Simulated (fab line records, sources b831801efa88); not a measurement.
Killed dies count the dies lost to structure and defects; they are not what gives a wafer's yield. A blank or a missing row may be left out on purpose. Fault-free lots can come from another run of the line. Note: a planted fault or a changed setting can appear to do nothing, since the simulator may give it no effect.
Split-lot trial || flow sfq line || 23 wafers read from 5 lots, route of 325 steps

## SPLIT DETAILS
At SFQ_TRILAYER_M6_LITHO_COAT_159 (resist thk 600 nm), the setting spin rpm was moved away from the recipe's 3000 rpm on 5 of the 23 wafers read, by +2.3% to +7.3%. The other wafers ran this setting at the recipe's value.

## FROM THE SPLIT TO THE READING: what the file shows between them, 3 steps
- SFQ_TRILAYER_M6_LITHO_PEB_162: peb time 60 s (also split here: peb temp c)
- SFQ_TRILAYER_M6_LITHO_DEVELOP_161: time 60 s
- SFQ_TRILAYER_M6_BARC_OPEN_METAL_ETCH_206: etches BARC in O2, target depth 125 nm, time 42.91 s

## THE READING
KrF_of_TRILAYER_M6_LITHO_COAT_159.thk nm (the simulator's own value, which no gauge read), in nm, at SFQ_TRILAYER_M6_ETCH_METAL_ETCH_162 (etches Nb in Cl2/Ar, stops on SiO2, target depth 240 nm, time 120 s). There is no usual value for it anywhere in the file. Here, 18 wafers ran the recipe; their average is 378.8 nm with a standard deviation of 3.5 nm.

{"wafer": "L074.4", "tool, chamber at the split": "litho track-01, 0", "spin rpm as run, rpm": 3000, "against the recipe": "recipe", "KrF_of_TRILAYER_M6_LITHO_COAT_159.thk nm, nm": 375.2, "against lot-mates on the recipe": "-"}
{"wafer": "L074.5", "tool, chamber at the split": "litho track-01, 0", "spin rpm as run, rpm": 3000, "against the recipe": "recipe", "KrF_of_TRILAYER_M6_LITHO_COAT_159.thk nm, nm": 379.9, "against lot-mates on the recipe": "-"}
{"wafer": "L074.6", "tool, chamber at the split": "litho track-01, 0", "spin rpm as run, rpm": 3000, "against the recipe": "recipe", "KrF_of_TRILAYER_M6_LITHO_COAT_159.thk nm, nm": 374.4, "against lot-mates on the recipe": "-"}
{"wafer": "L076.1", "tool, chamber at the split": "litho track-01, 0", "spin rpm as run, rpm": 3070, "against the recipe": "+2.3%", "KrF_of_TRILAYER_M6_LITHO_COAT_159.thk nm, nm": 369, "against lot-mates on the recipe": -8.9}
{"wafer": "L076.2", "tool, chamber at the split": "litho track-01, 0", "spin rpm as run, rpm": 3070, "against the recipe": "+2.3%", "KrF_of_TRILAYER_M6_LITHO_COAT_159.thk nm, nm": 376.4, "against lot-mates on the recipe": -1.5}
{"wafer": "L076.3", "tool, chamber at the split": "litho track-01, 0", "spin rpm as run, rpm": 3070, "against the recipe": "+2.3%", "KrF_of_TRILAYER_M6_LITHO_COAT_159.thk nm, nm": 375.5, "against lot-mates on the recipe": -2.4}
{"wafer": "L076.4", "tool, chamber at the split": "litho track-01, 0", "spin rpm as run, rpm": 3000, "against the recipe": "recipe", "KrF_of_TRILAYER_M6_LITHO_COAT_159.thk nm, nm": 378.5, "against lot-mates on the recipe": "-"}
{"wafer": "L076.6", "tool, chamber at the split": "litho track-01, 0", "spin rpm as run, rpm": 3000, "against the recipe": "recipe", "KrF_of_TRILAYER_M6_LITHO_COAT_159.thk nm, nm": 377.3, "against lot-mates on the recipe": "-"}
{"wafer": "L080.1", "tool, chamber at the split": "litho track-02, 0", "spin rpm as run, rpm": 3000, "against the recipe": "recipe", "KrF_of_TRILAYER_M6_LITHO_COAT_159.thk nm, nm": 380.9, "against lot-mates on the recipe": "-"}
{"wafer": "L080.2", "tool, chamber at the split": "litho track-02, 0", "spin rpm as run, rpm": 3000, "against the recipe": "recipe", "KrF_of_TRILAYER_M6_LITHO_COAT_159.thk nm, nm": 376.8, "against lot-mates on the recipe": "-"}
{"wafer": "L080.4", "tool, chamber at the split": "litho track-02, 0", "spin rpm as run, rpm": 3000, "against the recipe": "recipe", "KrF_of_TRILAYER_M6_LITHO_COAT_159.thk nm, nm": 375.6, "against lot-mates on the recipe": "-"}
{"wafer": "L080.5", "tool, chamber at the split": "litho track-02, 0", "spin rpm as run, rpm": 3000, "against the recipe": "recipe", "KrF_of_TRILAYER_M6_LITHO_COAT_159.thk nm, nm": 377, "against lot-mates on the recipe": "-"}
{"wafer": "L080.6", "tool, chamber at the split": "litho track-02, 0", "spin rpm as run, rpm": 3000, "against the recipe": "recipe", "KrF_of_TRILAYER_M6_LITHO_COAT_159.thk nm, nm": 378.1, "against lot-mates on the recipe": "-"}
{"wafer": "L084.2", "tool, chamber at the split": "litho track-02, 0", "spin rpm as run, rpm": 3000, "against the recipe": "recipe", "KrF_of_TRILAYER_M6_LITHO_COAT_159.thk nm, nm": 384.2, "against lot-mates on the recipe": "-"}
{"wafer": "L084.3", "tool, chamber at the split": "litho track-02, 0", "spin rpm as run, rpm": 3000, "against the recipe": "recipe", "KrF_of_TRILAYER_M6_LITHO_COAT_159.thk nm, nm": 382.7, "against lot-mates on the recipe": "-"}
{"wafer": "L084.4", "tool, chamber at the split": "litho track-02, 0", "spin rpm as run, rpm": 3000, "against the recipe": "recipe", "KrF_of_TRILAYER_M6_LITHO_COAT_159.thk nm, nm": 382, "against lot-mates on the recipe": "-"}
{"wafer": "L084.5", "tool, chamber at the split": "litho track-02, 0", "spin rpm as run, rpm": 3000, "against the recipe": "recipe", "KrF_of_TRILAYER_M6_LITHO_COAT_159.thk nm, nm": 385.8, "against lot-mates on the recipe": "-"}
{"wafer": "L084.6", "tool, chamber at the split": "litho track-02, 0", "spin rpm as run, rpm": 3000, "against the recipe": "recipe", "KrF_of_TRILAYER_M6_LITHO_COAT_159.thk nm, nm": 383.5, "against lot-mates on the recipe": "-"}
{"wafer": "L085.1", "tool, chamber at the split": "litho track-02, 0", "spin rpm as run, rpm": 3000, "against the recipe": "recipe", "KrF_of_TRILAYER_M6_LITHO_COAT_159.thk nm, nm": 374.8, "against lot-mates on the recipe": "-"}
{"wafer": "L085.2", "tool, chamber at the split": "litho track-02, 0", "spin rpm as run, rpm": 3218, "against the recipe": "+7.3%", "KrF_of_TRILAYER_M6_LITHO_COAT_159.thk nm, nm": 359.3, "against lot-mates on the recipe": -16.4}
{"wafer": "L085.3", "tool, chamber at the split": "litho track-02, 0", "spin rpm as run, rpm": 3218, "against the recipe": "+7.3%", "KrF_of_TRILAYER_M6_LITHO_COAT_159.thk nm, nm": 356.6, "against lot-mates on the recipe": -19.1}
{"wafer": "L085.5", "tool, chamber at the split": "litho track-02, 0", "spin rpm as run, rpm": 3000, "against the recipe": "recipe", "KrF_of_TRILAYER_M6_LITHO_COAT_159.thk nm, nm": 378, "against lot-mates on the recipe": "-"}
{"wafer": "L085.6", "tool, chamber at the split": "litho track-02, 0", "spin rpm as run, rpm": 3000, "against the recipe": "recipe", "KrF_of_TRILAYER_M6_LITHO_COAT_159.thk nm, nm": 374.2, "against lot-mates on the recipe": "-"}

FIT RESULTS
A straight line over all 23 wafers: KrF_of_TRILAYER_M6_LITHO_COAT_159.thk nm changes by -2.81 nm for each +1% of spin rpm; r = -0.87; the points scatter about the line by 3.5 nm.
The same after taking each lot's own level away (the mean of its wafers on the recipe; 23 wafers): -2.38 nm for each +1%; r = -0.93; scatter 2.1 nm.
Per that fit: largest spin rpm move, reading shift of 17 nm.
Across the lots, their own levels run from 375.67 to 383.64 nm, a range of 2.3 times the standard deviation given above.
Thus the slope moves with the lot-to-lot level: the two fits are different.
Check: -17.8 nm against its lot-mates is what the line predicts for one of the wafers moved furthest among these (+7.3%) when that wafer is left out of the fit. It came out at -16.4 nm against them.

## OTHER SPLITS ON THESE WAFERS
These wafers also went through other splits before the reading. Each is held against what the fit with the lots' levels taken away leaves over:
{"other split on the same wafers": "SFQ_TRILAYER_JJ_TRILAYER_DEP_SPUTTER_112 time s", "wafers away from the commonest value": 8, "r with KrF_of_TRILAYER_M6_LITHO_COAT_159.thk nm (lot level and that fit taken away)": -0.10}
{"other split on the same wafers": "SFQ_TRILAYER_M5_LITHO_COAT_123 spin rpm", "wafers away from the commonest value": 11, "r with KrF_of_TRILAYER_M6_LITHO_COAT_159.thk nm (lot level and that fit taken away)": -0.10}
{"other split on the same wafers": "SFQ_TRILAYER_M5_ETCH_METAL_ETCH_126 time s", "wafers away from the commonest value": 2, "r with KrF_of_TRILAYER_M6_LITHO_COAT_159.thk nm (lot level and that fit taken away)": -0.27}
{"other split on the same wafers": "SFQ_TRILAYER_R5_DEP_SPUTTER_132 power w", "wafers away from the commonest value": 12, "r with KrF_of_TRILAYER_M6_LITHO_COAT_159.thk nm (lot level and that fit taken away)": -0.25}
{"other split on the same wafers": "SFQ_TRILAYER_R5_LITHO_COAT_141 spin rpm", "wafers away from the commonest value": 5, "r with KrF_of_TRILAYER_M6_LITHO_COAT_159.thk nm (lot level and that fit taken away)": "+0.17"}
{"other split on the same wafers": "SFQ_TRILAYER_I5_LITHO_COAT_149 spin rpm", "wafers away from the commonest value": 12, "r with KrF_of_TRILAYER_M6_LITHO_COAT_159.thk nm (lot level and that fit taken away)": "+0.26"}
{"other split on the same wafers": "SFQ_TRILAYER_C5_LITHO_EXPOSE_152 dose mj", "wafers away from the commonest value": 11, "r with KrF_of_TRILAYER_M6_LITHO_COAT_159.thk nm (lot level and that fit taken away)": "+0.24"}
{"other split on the same wafers": "SFQ_TRILAYER_M6_LITHO_PEB_162 peb temp c", "wafers away from the commonest value": 7, "r with KrF_of_TRILAYER_M6_LITHO_COAT_159.thk nm (lot level and that fit taken away)": -0.02}

## THE WHOLE CHAIN: every reading that the file lists as answering this split, in the file's order
{"step": "SFQ_TRILAYER_M6_LITHO_COAT_159", "what it does": "resist thk 600 nm", "reading": "KrF_of_TRILAYER_M6_LITHO_COAT_159.thk nm (the simulator's own value, which no gauge read)", "change (the file's fit)": "-2.74 nm for each +1% of the setting", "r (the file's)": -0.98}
{"step": "SFQ_TRILAYER_M6_ETCH_METAL_ETCH_162", "what it does": "etches Nb in Cl2/Ar, stops on SiO2, target depth 240 nm, time 120 s", "reading": "KrF_of_TRILAYER_M6_LITHO_COAT_159.thk nm (the simulator's own value, which no gauge read)", "change (the file's fit)": "-2.38 nm for each +1% of the setting", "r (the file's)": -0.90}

## THE FILE'S OWN FIT
KrF_of_TRILAYER_M6_LITHO_COAT_159.thk nm changes by -2.38 nm for each +1% of spin rpm, r = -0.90.
